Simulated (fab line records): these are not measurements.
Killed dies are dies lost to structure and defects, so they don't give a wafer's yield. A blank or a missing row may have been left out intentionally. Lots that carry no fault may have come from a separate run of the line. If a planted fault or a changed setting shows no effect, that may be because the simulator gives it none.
The same fault as seen by 2 desks | flow gf180mcu | what lay behind the numbers comes last; until then each desk has only its own

THE TOOL OWNER'S DESK: litho_track-02
The tool's own readings at GF_DNWELL_COAT_02 (resist thk 3000 nm): means of the sampled wafers that have a number, for each lot that ran on this tool. A lot is out of limits, marked OUT, if its mean lies more than 4 standard deviations from the usual mean; the brackets give that distance.
Columns: A = spin_speed_rpm at GF_DNWELL_COAT_02, usual 1999.7 rpm
lot  | first seen here | A
L683 | day 2 20:34     | 1999.8
L684 | day 3 01:43     | 1999.2
L689 | day 4 03:49     | 2000.6
L690 | day 4 07:57     | 1999.5
L693 | day 4 23:43     | 1999.2
L698 | day 6 00:25     | 2031.7 (+27) OUT
L699 | day 6 10:49     | 2031.7 (+27) OUT
Finding of this desk: L698, L699 out of limits; the first was L698 at day 6 00:25, on spin_speed_rpm at GF_DNWELL_COAT_02. Within limits: L683, L684, L689, L690, L693.

AT THE METROLOGY DESK
What the gauges read, lot by lot, whatever tool the lot ran on: means of the sampled wafers that have a number. A lot is out of limits, marked OUT, if its mean lies more than 4 standard deviations from the usual mean; the brackets give that distance.
Columns: A = V2_OVL at GF_V2_OVL_MEAS_15, usual 0 nm
lot  | first seen here | A
L682 | day 22 08:26    | -4
L683 | day 22 22:21    | 3
L684 | day 23 05:26    | -3
L685 | day 23 14:14    | -3
L689 | day 24 17:38    | -11
L690 | day 25 08:38    | 2
L692 | day 25 23:02    | -4
L693 | day 26 05:12    | -8
L694 | day 26 10:17    | 4
L695 | day 26 16:35    | 1
L698 | day 27 13:47    | -3
L699 | day 28 00:38    | 4
L703 | day 28 22:32    | 3
L705 | day 29 11:21    | 2
This desk's finding: nothing out of limits on any of the 14 lots.

PUT TOGETHER
The tool owner's desk could have raised an alarm at day 6 00:25, on L698, L699.
Nothing out of limits was seen by the metrology desk.
The metrology desk has L698, L699 on record, within its limits.
On litho_track-02, each named lot ran GF_DNWELL_COAT_02.

WHAT HAD BEEN PUT IN BY THE SIMULATOR
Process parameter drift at GF_DNWELL_COAT_02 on litho_track-02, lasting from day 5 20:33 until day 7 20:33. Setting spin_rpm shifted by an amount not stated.
Lots struck among those shown: L698, L699.
Hours from the fault's start to each desk's first reading out of limits: the tool owner's desk, 4.
